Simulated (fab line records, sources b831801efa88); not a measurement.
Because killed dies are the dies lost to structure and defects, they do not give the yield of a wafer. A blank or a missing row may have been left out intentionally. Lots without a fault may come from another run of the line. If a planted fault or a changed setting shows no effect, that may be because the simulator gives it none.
fab line records | flow sky130
record: lots: 13 wafers: 37 last_day: 50
route steps=708 shown CONTACT@430 METAL1@434 PAD_OPEN@708
lots that met no fault: taken from a fault-free run of the same line
start_h: start of the lot's first displayed wafer, in hours after the record's first day | wait_h: time in hours since the lot's previous step | " the same as in the row above | L1.1+2: one row covering several wafers at once | - no value, or no start given | * or withheld: withheld | < > ~ a bound
route shown NAME@n: names a module that has steps shown in the file, with the first one's number in the route | usual: the fault-free wafers' mean and standard deviation | same: alike in all rows | chamber/n: place in a boat | sites: each site's reading | _std_site: their standard deviation | _edge_site: mean of outer sites minus mean of inner sites | radius_mm: for every site, how far away it sits from the centre of the wafer | mask NAME#n: copy n | behind: the most recent tool/chamber to have shaped the wafer | hold: cause of the lot's hold/its duration in hours/its outcome | device: names the non-switching transistor (n, p or np) | end of line: tests of these same wafers at the route's end | a step with no rows: only its recipe | killed: at the first sort, the dies lost to defects and structure; wafer yield is something else | map: shows each die of a wafer: x if killed, . if not, _ if none is there
set.NAME: the setting that was run; set.NAME@STEP: the one run at that earlier step | model.NAME: the simulator's own value behind a step, which no gauge read
the route's steps for a sample of lots (tables are steps, rows are wafers)
services: a tool's chamber out of use, with start hour (start_h, from the record's first day; less than 0 if before it), hours out, and reason
== steps ==
step: SKY_CONTACT_CVD_24
recipe: material: W target_thk_nm: 340 time_s: 102.12 temp_c: 400 pressure_torr: 40
usual: heater_power_w: 819/73
columns lot.wafer tool chamber start_h wait_h heater_power_w
L634.1 cvd_w-01 0 702.99 0.0 792
L634.4 " 0 " " 790
L634.6 " 1 " " 763
L635.2 cvd_w-02 0 740.23 0.0 976
L635.3 " 1 " " 799
L635.4 " 0 " " 975
L636.2 cvd_w-01 0 756.49 0.0 777
L636.3 " 0 " " 803
L636.6 " 1 " " 776
L637.1 cvd_w-01 1 777.84 0.0 766
L637.4 " 0 " " 792
L637.5 " 0 " " 779
L638.2 cvd_w-02 1 779.55 0.0 782
L638.3 " 0 " " 947
L638.6 " 1 " " 792
L639.1 cvd_w-01 1 784.76 0.0 786
L639.5 " 1 " " 771
L639.6 " 0 " " 779
L640.1 cvd_w-02 0 791.85 0.0 952
L640.3 " 1 " " 787
L640.4 " 0 " " 943
L650.1 cvd_w-02 1 876.95 0.0 806
L650.3 " 1 " " 785
L650.6 " 1 " " 788
L647.2 cvd_w-01 1 877.30 0.0 792
L647.3 " 0 " " 791
L646.1 cvd_w-01 0 881.91 0.0 802
L646.3 " 1 " " 763
L652.2 cvd_w-02 1 884.93 0.1 809
L652.3 " 1 " " 777
L652.5 " 0 " " 928
L654.1 cvd_w-02 1 898.76 0.0 800
L654.4 " 1 " " 812
L654.6 " 1 " " 798
L657.1 cvd_w-02 0 926.48 0.0 987
L657.4 " 1 " " 718
L657.6 " 1 " " 710
step: SKY_CONTACT_RS_MEAS_25
recipe: thk_meas_gauge: four-point-probe reads: W_of_CONTACT_CVD_24+TiN_of_CONTACT_SPUTTER_23
usual: CONTACT_W_RS: 0.337/0.0034
columns lot.wafer tool chamber start_h wait_h CONTACT_W_RS[ohm/sq]
L634.1 film_metro-04 - 703.10 0.1 0.336
L634.4 " - " " 0.337
L634.6 " - " " 0.340
L635.2 film_metro-01 - 740.36 0.1 0.332
L635.3 " - " " 0.330
L635.4 " - " " 0.334
L636.2 film_metro-01 - 756.62 0.1 0.337
L636.3 " - " " 0.335
L636.6 " - " " 0.336
L637.1 film_metro-04 - 777.95 0.1 0.336
L637.4 " - " " 0.336
L637.5 " - " " 0.337
L638.2 film_metro-01 - 779.68 0.1 0.333
L638.3 " - " " 0.332
L638.6 " - " " 0.335
L639.1 film_metro-04 - 784.87 0.1 0.341
L639.5 " - " " 0.340
L639.6 " - " " 0.335
L640.1 film_metro-04 - 791.96 0.1 0.341
L640.3 " - " " 0.335
L640.4 " - " " 0.340
L650.1 film_metro-03 - 877.17 0.2 0.337
L650.3 " - " " 0.337
L650.6 " - " " 0.335
L647.2 film_metro-04 - 877.43 0.1 0.314
L647.3 " - " " 0.338
L646.1 film_metro-04 - 882.02 0.1 0.317
L646.3 " - " " 0.335
L652.2 film_metro-01 - 885.13 0.2 0.341
L652.3 " - " " 0.339
L652.5 " - " " 0.337
L654.1 film_metro-04 - 898.87 0.1 0.331
L654.4 " - " " 0.333
L654.6 " - " " 0.335
L657.1 film_metro-04 - 926.59 0.1 0.337
L657.4 " - " " 0.340
L657.6 " - " " 0.334
step: SKY_CONTACT_THK_MEAS_26
recipe: thk_meas_gauge: xrf reads: W_of_CONTACT_CVD_24
usual: CONTACT_W_THK: 346/4.5
columns lot.wafer tool chamber start_h wait_h CONTACT_W_THK[nm]
L634.1 film_metro-04 - 703.22 0.1 350
L634.4 " - " " 347
L634.6 " - " " 347
L635.2 film_metro-01 - 740.47 0.1 348
L635.3 " - " " 353
L635.4 " - " " 347
L636.2 film_metro-01 - 756.73 0.1 351
L636.3 " - " " 352
L636.6 " - " " 352
L637.1 film_metro-04 - 778.07 0.1 346
L637.4 " - " " 346
L637.5 " - " " 345
L638.2 film_metro-01 - 779.79 0.1 350
L638.3 " - " " 352
L638.6 " - " " 348
L639.1 film_metro-04 - 784.99 0.1 340
L639.5 " - " " 343
L639.6 " - " " 348
L640.1 film_metro-04 - 792.08 0.1 345
L640.3 " - " " 351
L640.4 " - " " 344
L650.1 film_metro-03 - 877.29 0.1 344
L650.3 " - " " 346
L650.6 " - " " 345
L647.2 film_metro-04 - 877.54 0.1 379
L647.3 " - " " 349
L646.1 film_metro-04 - 882.14 0.1 375
L646.3 " - " " 353
L652.2 film_metro-01 - 885.24 0.1 343
L652.3 " - " " 343
L652.5 " - " " 346
L654.1 film_metro-04 - 898.99 0.1 352
L654.4 " - " " 350
L654.6 " - " " 347
L657.1 film_metro-04 - 926.71 0.1 345
L657.4 " - " " 344
L657.6 " - " " 348
step: SKY_METAL1_SPUTTER_00
recipe: material: Ti target_thk_nm: 15 power_w: 3000 time_s: 10 chamber_pressure_pa: 0.4
usual: throttle_valve_pct: 30.1/1.2
columns lot.wafer tool chamber start_h wait_h throttle_valve_pct
L634.1 pvd_sputter-04 - 703.58 0.2 29.9
L634.4 " - " " 29.3
L634.6 " - " " 29.9
L635.2 pvd_sputter-02 - 740.82 0.2 31.7
L635.3 " - " " 29.4
L635.4 " - " " 28.1
L636.2 pvd_sputter-01 - 757.08 0.2 32.9
L636.3 " - " " 30.4
L636.6 " - " " 30.3
L637.1 pvd_sputter-01 - 778.43 0.1 28.7
L637.4 " - " " 33.0
L637.5 " - " " 29.9
L638.2 pvd_sputter-04 - 780.14 0.2 30.8
L638.3 " - " " 29.7
L638.6 " - " " 29.0
L639.1 pvd_sputter-02 - 785.35 0.1 31.6
L639.5 " - " " 31.7
L639.6 " - " " 29.3
L640.1 pvd_sputter-04 - 792.44 0.2 30.0
L640.3 " - " " 30.0
L640.4 " - " " 31.0
L650.1 pvd_sputter-04 - 877.65 0.1 30.0
L650.3 " - " " 31.1
L650.6 " - " " 29.7
L647.2 pvd_sputter-01 - 877.89 0.2 29.8
L647.3 " - " " 32.6
L646.1 pvd_sputter-02 - 882.50 0.2 29.5
L646.3 " - " " 28.3
L652.2 pvd_sputter-04 - 885.71 0.1 29.5
L652.3 " - " " 30.1
L652.5 " - " " 29.8
L654.1 pvd_sputter-04 - 899.35 0.1 29.9
L654.4 " - " " 31.1
L654.6 " - " " 28.8
L657.1 pvd_sputter-04 - 927.07 0.2 30.0
L657.4 " - " " 30.1
L657.6 " - " " 29.8
step: SKY_METAL1_SPUTTER_04
recipe: material: TiN target_thk_nm: 70 power_w: 6500 time_s: 58.3 chamber_pressure_pa: 0.4
usual: throttle_valve_pct: 30.1/1.2
columns lot.wafer tool chamber start_h wait_h throttle_valve_pct
L634.1 pvd_sputter-04 - 703.67 0.0 29.8
L634.4 " - " " 29.1
L634.6 " - " " 29.9
L635.2 pvd_sputter-02 - 740.91 0.0 31.6
L635.3 " - " " 29.3
L635.4 " - " " 28.4
L636.2 pvd_sputter-01 - 757.17 0.0 33.0
L636.3 " - " " 30.0
L636.6 " - " " 30.0
L637.1 pvd_sputter-01 - 778.52 0.0 28.7
L637.4 " - " " 32.8
L637.5 " - " " 30.0
L638.2 pvd_sputter-04 - 780.23 0.0 30.8
L638.3 " - " " 29.7
L638.6 " - " " 28.9
L639.1 pvd_sputter-02 - 785.44 0.0 31.7
L639.5 " - " " 31.6
L639.6 " - " " 29.2
L640.1 pvd_sputter-04 - 792.53 0.0 30.2
L640.3 " - " " 29.8
L640.4 " - " " 30.8
L650.1 pvd_sputter-04 - 877.74 0.0 29.8
L650.3 " - " " 30.9
L650.6 " - " " 29.9
L647.2 pvd_sputter-01 - 877.98 0.0 29.6
L647.3 " - " " 33.0
L646.1 pvd_sputter-02 - 882.59 0.0 29.4
L646.3 " - " " 28.4
L652.2 pvd_sputter-04 - 885.80 0.0 28.9
L652.3 " - " " 29.9
L652.5 " - " " 29.9
L654.1 pvd_sputter-04 - 899.44 0.0 29.6
L654.4 " - " " 31.1
L654.6 " - " " 28.9
L657.1 pvd_sputter-04 - 927.16 0.0 29.8
L657.4 " - " " 29.9
L657.6 " - " " 29.7
step: SKY_METAL1_RS_MEAS_05
recipe: thk_meas_gauge: four-point-probe reads: TiN_of_METAL1_SPUTTER_04+Ti_of_METAL1_SPUTTER_03+AlCu_of_METAL1_SPUTTER_02+TiN_of_METAL1_SPUTTER_01+Ti_of_METAL1_SPUTTER_00
usual: METAL1_ALCU_RS: 0.1275/0.0014
columns lot.wafer tool chamber start_h wait_h METAL1_ALCU_RS[ohm/sq]
L634.1 film_metro-02 - 703.72 0.0 0.1290
L634.4 " - " " 0.1291
L634.6 " - " " 0.1292
L635.2 film_metro-02 - 740.98 0.0 0.1285
L635.3 " - " " 0.1291
L635.4 " - " " 0.1275
L636.2 film_metro-02 - 757.24 0.0 0.1272
L636.3 " - " " 0.1281
L636.6 " - " " 0.1277
L637.1 film_metro-03 - 778.57 0.0 0.1266
L637.4 " - " " 0.1268
L637.5 " - " " 0.1264
L638.2 film_metro-01 - 780.30 0.0 0.1267
L638.3 " - " " 0.1270
L638.6 " - " " 0.1256
L639.1 film_metro-03 - 785.49 0.0 0.1294
L639.5 " - " " 0.1299
L639.6 " - " " 0.1295
L640.1 film_metro-01 - 792.58 0.0 0.1265
L640.3 " - " " 0.1274
L640.4 " - " " 0.1281
L650.1 film_metro-02 - 877.79 0.0 0.1275
L650.3 " - " " 0.1270
L650.6 " - " " 0.1264
L647.2 film_metro-01 - 878.05 0.0 0.1249
L647.3 " - " " 0.1243
L646.1 film_metro-02 - 882.64 0.0 0.1279
L646.3 " - " " 0.1288
L652.2 film_metro-03 - 885.87 0.0 0.1284
L652.3 " - " " 0.1280
L652.5 " - " " 0.1287
L654.1 film_metro-01 - 899.49 0.0 0.1298
L654.4 " - " " 0.1299
L654.6 " - " " 0.1297
L657.1 film_metro-03 - 927.21 0.0 0.1272
L657.4 " - " " 0.1276
L657.6 " - " " 0.1271
step: SKY_PAD_OPEN_PROBE_99
usual: killed_at_M0_to_M3: 43/6.6 killed_at_M4_up: 3.2/1.8 killed_at_contacts: 24/5 killed_at_front_end: 15/4.5 killed_at_other: 0.2/0.46 killed_dies: 86/8.8 killed_open: 48/6.6 killed_short: 38/6.1
same: gross_dies: 492 killed_at_back_side: 0
columns lot.wafer tool chamber start_h wait_h killed_at_M0_to_M3 killed_at_M4_up killed_at_contacts killed_at_front_end killed_at_other killed_dies killed_open killed_short
L634.1 prober-02 - 1050.73 0.1 44 6 26 11 0 87 43 44
L634.4 prober-02 - 1050.88 0.2 58 5 30 17 0 110 63 47
L634.6 prober-02 - 1050.98 0.2 50 1 27 20 0 98 59 39
L638.2 prober-02 - 1107.75 0.1 35 3 23 17 1 79 46 33
L638.3 prober-02 - 1107.80 0.2 38 4 19 26 0 87 50 37
L638.6 prober-02 - 1107.95 0.2 45 3 28 13 0 89 51 38
L639.1 prober-01 - 1110.89 0.1 46 2 28 14 0 90 54 36
L639.5 prober-01 - 1111.09 0.2 48 2 32 16 0 98 55 43
L639.6 prober-01 - 1111.14 0.2 42 5 24 18 0 89 49 40
L647.2 prober-01 - 1178.53 0.1 53 4 17 14 1 89 42 47
L647.3 prober-01 - 1178.58 0.2 45 5 31 16 0 97 62 35
L650.1 prober-02 - 1180.43 0.1 46 3 22 9 0 80 46 34
L650.3 prober-02 - 1180.53 0.2 53 4 19 14 0 90 48 42
L650.6 prober-02 - 1180.68 0.2 42 1 24 9 1 77 46 31
L652.2 prober-01 - 1185.86 0.1 35 4 24 9 0 72 41 31
L652.3 prober-01 - 1185.91 0.2 43 4 20 13 0 80 46 34
L652.5 prober-01 - 1186.01 0.2 48 2 24 15 2 91 48 43
L654.1 prober-01 - 1194.69 0.1 49 2 25 11 0 87 49 38
L654.4 prober-01 - 1194.84 0.2 47 5 24 15 1 92 52 40
L654.6 prober-01 - 1194.94 0.2 41 4 22 11 0 78 32 46
killed by level:class
L634.1 VIA1:geometric_particle:open=8 VIA3:geometric_particle:open=8 LOCAL_INTERCONNECT:geometric_particle:short=7 CONTACT:geometric_particle:open=7 LI_CONTACT:geometric_particle:open=6 METAL4:geometric_particle:short=6 VIA1:geometric_particle:short=5 METAL3:geometric_particle:short=5
L634.4 VIA1:geometric_particle:open=17 CONTACT:geometric_particle:open=11 VIA3:geometric_particle:open=8 FIELD_ISO:geometric_particle:short=7 CONTACT:geometric_particle:short=7 VIA2:geometric_particle:open=7 LI_CONTACT:geometric_particle:open=5 METAL2:geometric_particle:short=5
L634.6 VIA1:geometric_particle:open=13 CONTACT:geometric_particle:open=9 LI_CONTACT:geometric_particle:open=8 FIELD_ISO:geometric_particle:open=7 FIELD_ISO:geometric_particle:short=7 VIA2:geometric_particle:open=7 VIA3:geometric_particle:open=6 VIA3:geometric_particle:short=4
L638.2 VIA1:geometric_particle:open=13 CONTACT:geometric_particle:open=7 POLY_GATE:geometric_particle:open=6 VIA2:geometric_particle:short=6 POLY_GATE:geometric_particle:short=5 VIA3:geometric_particle:open=5 LI_CONTACT:geometric_particle:open=4 LI_CONTACT:geometric_particle:short=4
L638.3 FIELD_ISO:geometric_particle:open=8 VIA1:geometric_particle:open=8 METAL2:geometric_particle:short=7 VIA2:geometric_particle:open=7 LI_CONTACT:geometric_particle:open=5 FIELD_ISO:geometric_particle:short=4 POLY_GATE:geometric_particle:short=4 LI_CONTACT:geometric_particle:short=4
L638.6 VIA1:geometric_particle:open=12 LI_CONTACT:geometric_particle:open=8 CONTACT:geometric_particle:open=8 VIA2:geometric_particle:open=6 VIA1:geometric_particle:short=6 CONTACT:geometric_particle:short=5 VIA3:geometric_particle:open=5 FIELD_ISO:geometric_particle:open=4
L639.1 CONTACT:geometric_particle:open=12 VIA1:geometric_particle:open=10 VIA3:geometric_particle:open=6 VIA1:geometric_particle:short=6 VIA2:geometric_particle:open=6 CONTACT:geometric_particle:short=5 LI_CONTACT:geometric_particle:short=5 LI_CONTACT:geometric_particle:open=5
L639.5 CONTACT:geometric_particle:open=13 VIA1:geometric_particle:open=9 VIA3:geometric_particle:open=9 VIA2:geometric_particle:open=7 CONTACT:geometric_particle:short=7 METAL1:geometric_particle:short=7 VIA1:geometric_particle:short=6 LI_CONTACT:geometric_particle:open=5
L639.6 VIA1:geometric_particle:open=11 CONTACT:geometric_particle:open=9 CONTACT:geometric_particle:short=7 VIA2:geometric_particle:open=7 FIELD_ISO:geometric_particle:open=5 FIELD_ISO:geometric_particle:short=5 VIA3:geometric_particle:open=5 LI_CONTACT:geometric_particle:open=5
L647.2 VIA1:geometric_particle:open=9 METAL2:geometric_particle:short=8 VIA3:geometric_particle:open=8 VIA1:geometric_particle:short=7 CONTACT:geometric_particle:open=6 CONTACT:geometric_particle:short=6 VIA2:geometric_particle:open=5 FIELD_ISO:geometric_particle:short=4
L647.3 CONTACT:geometric_particle:open=13 VIA1:geometric_particle:open=12 LI_CONTACT:geometric_particle:open=9 METAL2:geometric_particle:short=6 VIA2:geometric_particle:open=6 FIELD_ISO:geometric_particle:short=5 VIA3:geometric_particle:open=5 CONTACT:geometric_particle:short=4
L650.1 VIA1:geometric_particle:open=13 CONTACT:geometric_particle:open=8 VIA2:geometric_particle:open=7 FIELD_ISO:geometric_particle:open=6 LI_CONTACT:geometric_particle:open=6 VIA2:geometric_particle:short=6 METAL2:geometric_particle:short=5 CONTACT:geometric_particle:short=4
L650.3 VIA3:geometric_particle:open=14 VIA1:geometric_particle:open=10 CONTACT:geometric_particle:open=9 FIELD_ISO:geometric_particle:short=7 METAL2:geometric_particle:short=7 VIA1:geometric_particle:short=5 LI_CONTACT:geometric_particle:open=4 METAL3:geometric_particle:short=4
L650.6 VIA1:geometric_particle:open=12 CONTACT:geometric_particle:open=9 VIA3:geometric_particle:open=7 METAL1:geometric_particle:short=5 LI_CONTACT:geometric_particle:open=5 LOCAL_INTERCONNECT:geometric_particle:short=4 CONTACT:geometric_particle:short=4 VIA1:geometric_particle:short=4
L652.2 VIA1:geometric_particle:open=11 CONTACT:geometric_particle:open=9 CONTACT:geometric_particle:short=6 VIA2:geometric_particle:open=5 LOCAL_INTERCONNECT:geometric_particle:short=5 FIELD_ISO:geometric_particle:short=3 LI_CONTACT:geometric_particle:open=3 METAL1:geometric_particle:short=3
L652.3 VIA1:geometric_particle:open=11 CONTACT:geometric_particle:open=10 VIA1:geometric_particle:short=6 LI_CONTACT:geometric_particle:open=5 CONTACT:geometric_particle:short=5 VIA3:geometric_particle:open=5 FIELD_ISO:geometric_particle:open=4 POLY_GATE:geometric_particle:short=4
L652.5 VIA1:geometric_particle:open=10 CONTACT:geometric_particle:open=9 VIA2:geometric_particle:open=8 VIA1:geometric_particle:short=6 METAL2:geometric_particle:short=5 LI_CONTACT:geometric_particle:open=5 FIELD_ISO:geometric_particle:short=4 LOCAL_INTERCONNECT:geometric_particle:short=4
L654.1 VIA1:geometric_particle:open=12 LI_CONTACT:geometric_particle:open=8 VIA1:geometric_particle:short=7 CONTACT:geometric_particle:open=7 CONTACT:geometric_particle:short=6 VIA2:geometric_particle:open=6 VIA3:geometric_particle:open=6 VIA3:geometric_particle:short=5
L654.4 VIA1:geometric_particle:open=12 CONTACT:geometric_particle:open=8 VIA2:geometric_particle:open=7 VIA3:geometric_particle:open=7 VIA1:geometric_particle:short=6 LI_CONTACT:geometric_particle:open=6 POLY_GATE:geometric_particle:short=5 METAL1:geometric_particle:short=4
L654.6 METAL2:geometric_particle:short=8 VIA1:geometric_particle:short=7 VIA1:geometric_particle:open=6 LI_CONTACT:geometric_particle:open=6 LOCAL_INTERCONNECT:geometric_particle:short=6 CONTACT:geometric_particle:short=6 VIA2:geometric_particle:open=5 VIA3:geometric_particle:short=5
== services ==
columns tool chamber start_h hours kind
cvd_w-01 - 686.83 3.6 repair
cvd_w-02 0 700.86 2.5 repair
cvd_w-02 - 721.43 3.8 pm
pvd_sputter-04 - 732.44 9.8 repair
pvd_sputter-04 - 758.12 4.4 repair
pvd_sputter-04 - 762.76 1.7 repair
cvd_w-02 1 781.26 3.2 repair
pvd_sputter-02 - 798.59 4.2 repair
pvd_sputter-01 - 808.68 3.4 repair
pvd_sputter-01 - 828.97 0.7 repair
cvd_w-02 0 867.46 11.8 repair
cvd_w-02 - 904.00 14.0 pm
cvd_w-02 0 904.00 14.0 vent_cycle
cvd_w-02 1 904.00 14.0 vent_cycle
cvd_w-02 0 918.00 - clean
cvd_w-02 1 918.00 - clean
== key ==
first_sign: step: SKY_CONTACT_RS_MEAS_25 reading: CONTACT_W_RS direction: down sigmas: 6.5 usual: 0.337 struck: 0.315
effect: step: SKY_CONTACT_THK_MEAS_26 reading: CONTACT_W_THK direction: up sigmas: 6.7 usual: 346 struck: 377
met_at SKY_CONTACT_CVD_24
struck_lots L646,L647
struck_wafers L646.1,L647.2
tester_left_out L646,L647
not_acting_at SKY_METAL1_SPUTTER_00,SKY_METAL1_SPUTTER_04,SKY_METAL1_RS_MEAS_05
onset_between 784.76 877.30
fault: kind: process_parameter_drift tool: cvd_w-01 chamber: - onset_h: 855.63 steps: SKY_CONTACT_CVD_24 channel: target_thk_nm offset: 22.999 shape: step end_h: 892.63 scope: struck_wafers_only acts_in: these_recipes_only stated: 340
tester_left_out: of these lots the tester's yield and bins aren't shown, on N5 and GAA mostly nor the transistor test; their killed dies are dies lost to structure and defects alone, not to doping, threshold or leakage, so they don't give the yield
